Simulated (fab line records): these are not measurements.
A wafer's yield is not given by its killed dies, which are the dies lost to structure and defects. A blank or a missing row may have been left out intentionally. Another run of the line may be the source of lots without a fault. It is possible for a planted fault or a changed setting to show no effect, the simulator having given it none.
Which tool is to blame? :: flow gf180mcu :: 72 wafers from 24 lots sampled at 6 of the route's 602 steps

== WHAT THE GAUGES READ, wafer by wafer ==
GF_V2_THK_MEAS_03. Usual: V2_CVD_02_THK gives 852 nm (standard deviation 11).
lot: L074
measured: day 21 06:54
on: film_metro-02
V2_CVD_02_THK (nm): 840 853 850
flag: 

lot: L075
measured: day 21 21:26
on: film_metro-04
V2_CVD_02_THK (nm): 849 864 873
flag: 

lot: L076
measured: day 22 04:43
on: film_metro-02
V2_CVD_02_THK (nm): 854 865 856
flag: 

lot: L077
measured: day 22 13:32
on: film_metro-02
V2_CVD_02_THK (nm): 844 844 863
flag: 

lot: L078
measured: day 22 17:25
on: film_metro-03
V2_CVD_02_THK (nm): 865 870 858
flag: 

lot: L079
measured: day 23 05:49
on: film_metro-03
V2_CVD_02_THK (nm): 834 831 849
flag: 

lot: L080
measured: day 23 11:16
on: film_metro-04
V2_CVD_02_THK (nm): 846 849 855
flag: 

lot: L081
measured: day 23 17:35
on: film_metro-04
V2_CVD_02_THK (nm): 852 862 863
flag: 

lot: L082
measured: day 24 08:34
on: film_metro-04
V2_CVD_02_THK (nm): 840 847 862
flag: 

lot: L083
measured: day 24 14:19
on: film_metro-03
V2_CVD_02_THK (nm): 843 851 864
flag: 

lot: L084
measured: day 24 23:09
on: film_metro-04
V2_CVD_02_THK (nm): 868 847 879
flag: 

lot: L085
measured: day 25 05:30
on: film_metro-04
V2_CVD_02_THK (nm): 843 862 856
flag: 

lot: L086
measured: day 25 10:55
on: film_metro-04
V2_CVD_02_THK (nm): 851 868 856
flag: 

lot: L087
measured: day 25 18:08
on: film_metro-03
V2_CVD_02_THK (nm): 848 823 863
flag: 

lot: L088
measured: day 26 05:14
on: film_metro-03
V2_CVD_02_THK (nm): 834 840 845
flag: 

lot: L089
measured: day 26 10:21
on: film_metro-03
V2_CVD_02_THK (nm): 849 876 867
flag: 

lot: L090
measured: day 26 15:32
on: film_metro-04
V2_CVD_02_THK (nm): 844 856 850
flag: 

lot: L091
measured: day 27 02:13
on: film_metro-03
V2_CVD_02_THK (nm): 847 844 857
flag: 

lot: L092
measured: day 27 05:41
on: film_metro-02
V2_CVD_02_THK (nm): 862 859 854
flag: 

lot: L093
measured: day 27 11:04
on: film_metro-04
V2_CVD_02_THK (nm): 847 859 861
flag: 

lot: L094
measured: day 27 15:59
on: film_metro-04
V2_CVD_02_THK (nm): 851 846 870
flag: 

lot: L095
measured: day 28 00:53
on: film_metro-03
V2_CVD_02_THK (nm): 836 842 848
flag: 

lot: L096
measured: day 28 09:26
on: film_metro-03
V2_CVD_02_THK (nm): 837 852 854
flag: 

lot: L097
measured: day 28 14:26
on: film_metro-03
V2_CVD_02_THK (nm): 847 868 854
flag: 

GF_V3_THK_MEAS_01. Usual: V3_CVD_00_THK gives 600 nm (standard deviation 5.9).
lot: L074
measured: day 23 11:48
on: film_metro-02
V3_CVD_00_THK (nm): 596 594 602
flag: 

lot: L075
measured: day 24 01:26
on: film_metro-03
V3_CVD_00_THK (nm): 605 591 603
flag: 

lot: L076
measured: day 24 07:36
on: film_metro-03
V3_CVD_00_THK (nm): 595 594 590
flag: 

lot: L077
measured: day 24 15:53
on: film_metro-01
V3_CVD_00_THK (nm): 589 601 588
flag: 

lot: L078
measured: day 24 20:01
on: film_metro-02
V3_CVD_00_THK (nm): 597 604 605
flag: 

lot: L079
measured: day 25 07:49
on: film_metro-01
V3_CVD_00_THK (nm): 600 593 595
flag: 

lot: L080
measured: day 25 13:15
on: film_metro-03
V3_CVD_00_THK (nm): 605 615 595
flag: 

lot: L081
measured: day 25 18:37
on: film_metro-03
V3_CVD_00_THK (nm): 606 603 606
flag: 

lot: L082
measured: day 26 09:49
on: film_metro-01
V3_CVD_00_THK (nm): 598 609 596
flag: 

lot: L083
measured: day 26 14:29
on: film_metro-01
V3_CVD_00_THK (nm): 600 603 606
flag: 

lot: L084
measured: day 26 23:09
on: film_metro-01
V3_CVD_00_THK (nm): 604 602 608
flag: 

lot: L085
measured: day 27 05:53
on: film_metro-02
V3_CVD_00_THK (nm): 599 596 593
flag: 

lot: L086
measured: day 27 10:23
on: film_metro-02
V3_CVD_00_THK (nm): 606 600 599
flag: 

lot: L087
measured: day 27 16:56
on: film_metro-02
V3_CVD_00_THK (nm): 596 600 604
flag: 

lot: L088
measured: day 28 02:58
on: film_metro-01
V3_CVD_00_THK (nm): 600 607 612
flag: 

lot: L089
measured: day 28 07:26
on: film_metro-01
V3_CVD_00_THK (nm): 605 601 610
flag: 

lot: L090
measured: day 28 12:50
on: film_metro-02
V3_CVD_00_THK (nm): 595 603 605
flag: 

lot: L091
measured: day 28 23:19
on: film_metro-03
V3_CVD_00_THK (nm): 605 592 607
flag: 

lot: L092
measured: day 29 02:49
on: film_metro-02
V3_CVD_00_THK (nm): 604 596 597
flag: 

lot: L093
measured: day 29 08:31
on: film_metro-01
V3_CVD_00_THK (nm): 586 590 590
flag: 

lot: L094
measured: day 29 12:29
on: film_metro-03
V3_CVD_00_THK (nm): 607 596 605
flag: 

lot: L095
measured: day 29 21:19
on: film_metro-01
V3_CVD_00_THK (nm): 600 602 600
flag: 

lot: L096
measured: day 30 05:56
on: film_metro-02
V3_CVD_00_THK (nm): 598 605 597
flag: 

lot: L097
measured: day 30 10:01
on: film_metro-01
V3_CVD_00_THK (nm): 609 607 592
flag: 

GF_V4_THK_MEAS_25: measures by xrf. Usual: V4_W_THK gives 349 nm (standard deviation 5.4).
lot: L074
measured: day 26 13:49
on: film_metro-03
V4_W_THK (nm): 343 340 347
flag: 

lot: L075
measured: day 27 01:14
on: film_metro-03
V4_W_THK (nm): 347 344 346
flag: 

lot: L076
measured: day 27 07:33
on: film_metro-03
V4_W_THK (nm): 340 337 340
flag: 

lot: L077
measured: day 27 15:51
on: film_metro-02
V4_W_THK (nm): 349 347 348
flag: 

lot: L078
measured: day 27 20:16
on: film_metro-03
V4_W_THK (nm): 345 344 350
flag: 

lot: L079
measured: day 28 06:58
on: film_metro-04
V4_W_THK (nm): 352 357 350
flag: 

lot: L080
measured: day 28 10:52
on: film_metro-04
V4_W_THK (nm): 350 350 346
flag: 

lot: L081
measured: day 28 17:55
on: film_metro-02
V4_W_THK (nm): 358 358 352
flag: 

lot: L082
measured: day 29 06:23
on: film_metro-03
V4_W_THK (nm): 350 350 347
flag: 

lot: L083
measured: day 29 10:33
on: film_metro-04
V4_W_THK (nm): 352 355 351
flag: 

lot: L084
measured: day 29 18:58
on: film_metro-02
V4_W_THK (nm): 353 354 351
flag: 

lot: L085
measured: day 30 02:46
on: film_metro-02
V4_W_THK (nm): 347 351 349
flag: 

lot: L086
measured: day 30 05:13
on: film_metro-04
V4_W_THK (nm): 353 351 355
flag: 

lot: L087
measured: day 30 11:18
on: film_metro-03
V4_W_THK (nm): 349 351 350
flag: 

lot: L088
measured: day 30 21:46
on: film_metro-04
V4_W_THK (nm): 353 354 356
flag: 

lot: L089
measured: day 31 00:37
on: film_metro-04
V4_W_THK (nm): 362 355 353
flag: 

lot: L090
measured: day 31 06:38
on: film_metro-03
V4_W_THK (nm): 347 345 350
flag: 

lot: L091
measured: day 31 15:22
on: film_metro-03
V4_W_THK (nm): 343 344 344
flag: 

lot: L092
measured: day 31 18:23
on: film_metro-03
V4_W_THK (nm): 341 338 344
flag: 

lot: L093
measured: day 32 00:48
on: film_metro-04
V4_W_THK (nm): 352 349 345
flag: 

lot: L094
measured: day 32 04:19
on: film_metro-02
V4_W_THK (nm): 351 346 355
flag: 

lot: L095
measured: day 32 12:12
on: film_metro-02
V4_W_THK (nm): 351 352 354
flag: 

lot: L096
measured: day 32 19:40
on: film_metro-04
V4_W_THK (nm): 351 354 352
flag: 

lot: L097
measured: day 32 23:11
on: film_metro-03
V4_W_THK (nm): 341 348 343
flag: 

GF_V5_RS_MEAS_24: measures by four-point-probe. Usual: V5_W_RS gives 0.328 ohm/sq (standard deviation 0.0043).
lot: L074
measured: day 29 09:18
on: film_metro-03
V5_W_RS (ohm/sq): 0.329 0.326 0.332
flag: 

lot: L075
measured: day 29 20:59
on: film_metro-01
V5_W_RS (ohm/sq): 0.325 0.328 0.327
flag: 

lot: L076
measured: day 30 02:01
on: film_metro-01
V5_W_RS (ohm/sq): 0.331 0.334 0.335
flag: 

lot: L077
measured: day 30 09:39
on: film_metro-02
V5_W_RS (ohm/sq): 0.337 0.330 0.334
flag: 

lot: L078
measured: day 30 12:46
on: film_metro-03
V5_W_RS (ohm/sq): 0.321 0.324 0.319
flag: 

lot: L079
measured: day 30 22:56
on: film_metro-01
V5_W_RS (ohm/sq): 0.319 0.322 0.320
flag: 

lot: L080
measured: day 31 03:45
on: film_metro-01
V5_W_RS (ohm/sq): 0.329 0.328 0.330
flag: 

lot: L081
measured: day 31 09:47
on: film_metro-02
V5_W_RS (ohm/sq): 0.327 0.323 0.327
flag: 

lot: L082
measured: day 31 20:58
on: film_metro-02
V5_W_RS (ohm/sq): 0.329 0.326 0.323
flag: 

lot: L083
measured: day 32 01:01
on: film_metro-02
V5_W_RS (ohm/sq): 0.328 0.333 0.332
flag: 

lot: L084
measured: day 32 08:41
on: film_metro-03
V5_W_RS (ohm/sq): 0.331 0.336 0.333
flag: 

lot: L085
measured: day 32 15:40
on: film_metro-02
V5_W_RS (ohm/sq): 0.327 0.325 0.332
flag: 

lot: L086
measured: day 32 17:56
on: film_metro-02
V5_W_RS (ohm/sq): 0.330 0.329 0.325
flag: 

lot: L087
measured: day 33 00:20
on: film_metro-01
V5_W_RS (ohm/sq): 0.327 0.328 0.327
flag: 

lot: L088
measured: day 33 09:19
on: film_metro-03
V5_W_RS (ohm/sq): 0.321 0.331 0.321
flag: 

lot: L089
measured: day 33 12:04
on: film_metro-01
V5_W_RS (ohm/sq): 0.333 0.331 0.329
flag: 

lot: L090
measured: day 33 17:16
on: film_metro-01
V5_W_RS (ohm/sq): 0.337 0.330 0.331
flag: 

lot: L091
measured: day 34 00:46
on: film_metro-03
V5_W_RS (ohm/sq): 0.331 0.333 0.330
flag: 

lot: L092
measured: day 34 02:01
on: film_metro-02
V5_W_RS (ohm/sq): 0.328 0.319 0.330
flag: 

lot: L093
measured: day 34 09:43
on: film_metro-01
V5_W_RS (ohm/sq): 0.327 0.326 0.336
flag: 

lot: L094
measured: day 34 12:22
on: film_metro-03
V5_W_RS (ohm/sq): 0.333 0.332 0.330
flag: 

lot: L095
measured: day 34 19:49
on: film_metro-02
V5_W_RS (ohm/sq): 0.327 0.327 0.331
flag: 

lot: L096
measured: day 35 01:47
on: film_metro-02
V5_W_RS (ohm/sq): 0.325 0.326 0.330
flag: 

lot: L097
measured: day 35 05:08
on: film_metro-02
V5_W_RS (ohm/sq): 0.329 0.328 0.329
flag: 

GF_PASSIVATION_BOW_MEAS_14. Usual: PASSIVATION_BOW gives 143 um (standard deviation 10).
lot: L074
measured: day 31 04:43
on: film_metro-02
PASSIVATION_BOW (um): 149 148 153
flag: 

lot: L075
measured: day 31 15:53
on: film_metro-02
PASSIVATION_BOW (um): 141 139 133
flag: 

lot: L076
measured: day 31 20:12
on: film_metro-03
PASSIVATION_BOW (um): 146 150 151
flag: 

lot: L077
measured: day 32 04:08
on: film_metro-03
PASSIVATION_BOW (um): 156 148 155
flag: 

lot: L078
measured: day 32 06:50
on: film_metro-04
PASSIVATION_BOW (um): 138 141 145
flag: 

lot: L079
measured: day 32 16:32
on: film_metro-03
PASSIVATION_BOW (um): 154 140 148
flag: 

lot: L080
measured: day 32 20:03
on: film_metro-02
PASSIVATION_BOW (um): 138 147 138
flag: 

lot: L081
measured: day 33 03:02
on: film_metro-03
PASSIVATION_BOW (um): 154 151 138
flag: 

lot: L082
measured: day 33 13:00
on: film_metro-04
PASSIVATION_BOW (um): 160 164 149
flag: 

lot: L083
measured: day 33 17:08
on: film_metro-03
PASSIVATION_BOW (um): 143 138 138
flag: 

lot: L084
measured: day 34 00:11
on: film_metro-02
PASSIVATION_BOW (um): 142 134 146
flag: 

lot: L085
measured: day 34 06:16
on: film_metro-03
PASSIVATION_BOW (um): 138 147 135
flag: 

lot: L086
measured: day 34 08:18
on: film_metro-04
PASSIVATION_BOW (um): 137 137 138
flag: 

lot: L087
measured: day 34 14:02
on: film_metro-02
PASSIVATION_BOW (um): 130 149 130
flag: 

lot: L088
measured: day 34 22:24
on: film_metro-04
PASSIVATION_BOW (um): 131 143 144
flag: 

lot: L089
measured: day 35 01:19
on: film_metro-04
PASSIVATION_BOW (um): 151 140 144
flag: 

lot: L090
measured: day 35 06:07
on: film_metro-02
PASSIVATION_BOW (um): 160 166 166
flag: 

lot: L091
measured: day 35 12:46
on: film_metro-03
PASSIVATION_BOW (um): 151 151 153
flag: 

lot: L092
measured: day 35 14:49
on: film_metro-04
PASSIVATION_BOW (um): 135 119 136
flag: 

lot: L093
measured: day 35 20:49
on: film_metro-03
PASSIVATION_BOW (um): 139 164 146
flag: 

lot: L094
measured: day 35 23:37
on: film_metro-04
PASSIVATION_BOW (um): 133 142 146
flag: 

lot: L095
measured: day 36 06:23
on: film_metro-02
PASSIVATION_BOW (um): 134 142 124
flag: 

lot: L096
measured: day 36 11:43
on: film_metro-03
PASSIVATION_BOW (um): 127 130 131
flag: 

lot: L097
measured: day 36 14:44
on: film_metro-02
PASSIVATION_BOW (um): 137 145 141
flag: 

== EACH LOT AND THE TOOL THAT RAN IT (in order: tool; ch and the chambers of the sampled wafers; start) ==
lot: L074
GF_V5_SPUTTER_22: pvd_sputter-04, day 29 09:07

lot: L075
GF_V5_SPUTTER_22: pvd_sputter-04, day 29 20:48

lot: L076
GF_V5_SPUTTER_22: pvd_sputter-01, day 30 01:52

lot: L077
GF_V5_SPUTTER_22: pvd_sputter-04, day 30 09:30

lot: L078
GF_V5_SPUTTER_22: pvd_sputter-02, day 30 12:37

lot: L079
GF_V5_SPUTTER_22: pvd_sputter-01, day 30 22:47

lot: L080
GF_V5_SPUTTER_22: pvd_sputter-01, day 31 03:34

lot: L081
GF_V5_SPUTTER_22: pvd_sputter-02, day 31 09:38

lot: L082
GF_V5_SPUTTER_22: pvd_sputter-04, day 31 20:48

lot: L083
GF_V5_SPUTTER_22: pvd_sputter-02, day 32 00:52

lot: L084
GF_V5_SPUTTER_22: pvd_sputter-02, day 32 08:27

lot: L085
GF_V5_SPUTTER_22: pvd_sputter-01, day 32 15:31

lot: L086
GF_V5_SPUTTER_22: pvd_sputter-04, day 32 17:47

lot: L087
GF_V5_SPUTTER_22: pvd_sputter-01, day 33 00:10

lot: L088
GF_V5_SPUTTER_22: pvd_sputter-04, day 33 09:09

lot: L089
GF_V5_SPUTTER_22: pvd_sputter-04, day 33 11:54

lot: L090
GF_V5_SPUTTER_22: pvd_sputter-02, day 33 17:04

lot: L091
GF_V5_SPUTTER_22: pvd_sputter-01, day 34 00:37

lot: L092
GF_V5_SPUTTER_22: pvd_sputter-04, day 34 01:49

lot: L093
GF_V5_SPUTTER_22: pvd_sputter-01, day 34 09:34

lot: L094
GF_V5_SPUTTER_22: pvd_sputter-04, day 34 12:13

lot: L095
GF_V5_SPUTTER_22: pvd_sputter-02, day 34 19:40

lot: L096
GF_V5_SPUTTER_22: pvd_sputter-04, day 35 01:38

lot: L097
GF_V5_SPUTTER_22: pvd_sputter-01, day 35 04:56
- GF_V5_SPUTTER_22: material TiN, target thk 10 nm, time 40 s.

== WHAT THE TOOLS THEMSELVES READ (means of the sampled wafers that have a number; where no wafer has one, the mark that the record gives instead) ==
GF_V5_SPUTTER_22. Usual: throttle_valve_pct at 30.0 %, with a standard deviation of 1.1.
lot: L074
tool: pvd_sputter-04
throttle_valve_pct (%): 30.5
flag: 

lot: L075
tool: pvd_sputter-04
throttle_valve_pct (%): 30.3
flag: 

lot: L076
tool: pvd_sputter-01
throttle_valve_pct (%): 29.9
flag: 

lot: L077
tool: pvd_sputter-04
throttle_valve_pct (%): 30.7
flag: 

lot: L078
tool: pvd_sputter-02
throttle_valve_pct (%): 31.7
flag: 

lot: L079
tool: pvd_sputter-01
throttle_valve_pct (%): 29.1
flag: 

lot: L080
tool: pvd_sputter-01
throttle_valve_pct (%): 29.1
flag: 

lot: L081
tool: pvd_sputter-02
throttle_valve_pct (%): 29.0
flag: 

lot: L082
tool: pvd_sputter-04
throttle_valve_pct (%): 30.2
flag: 

lot: L083
tool: pvd_sputter-02
throttle_valve_pct (%): 31.6
flag: 

lot: L084
tool: pvd_sputter-02
throttle_valve_pct (%): 31.1
flag: 

lot: L085
tool: pvd_sputter-01
throttle_valve_pct (%): 29.2
flag: 

lot: L086
tool: pvd_sputter-04
throttle_valve_pct (%): 30.2
flag: 

lot: L087
tool: pvd_sputter-01
throttle_valve_pct (%): 29.3
flag: 

lot: L088
tool: pvd_sputter-04
throttle_valve_pct (%): 30.3
flag: 

lot: L089
tool: pvd_sputter-04
throttle_valve_pct (%): 30.6
flag: 

lot: L090
tool: pvd_sputter-02
throttle_valve_pct (%): 30.6
flag: 

lot: L091
tool: pvd_sputter-01
throttle_valve_pct (%): 29.7
flag: 

lot: L092
tool: pvd_sputter-04
throttle_valve_pct (%): 30.6
flag: 

lot: L093
tool: pvd_sputter-01
throttle_valve_pct (%): 29.2
flag: 

lot: L094
tool: pvd_sputter-04
throttle_valve_pct (%): 30.1
flag: 

lot: L095
tool: pvd_sputter-02
throttle_valve_pct (%): 30.2
flag: 

lot: L096
tool: pvd_sputter-04
throttle_valve_pct (%): 30.9
flag: 

lot: L097
tool: pvd_sputter-01
throttle_valve_pct (%): 29.0
flag: 

== THE ANSWER, worked out from the rows above alone ==
Rule: lot off if the mean of its wafers having a number is beyond 3 standard deviations from the usual mean. Also off: a lot with no number at a reading for which 4 or more lots have one. All remaining lots with rows at the step are treated as sound. After the gauges, taken in route order, come the tools' own readings; for these a lot's mean is taken, as printed above. The first step at which some lot is off is used, and at that step the reading that is off furthest; a lot without a number counts as furthest.
None of the lots is off at any reading shown; this tells nothing.

== WHAT THE SIMULATOR HAD INSERTED ==
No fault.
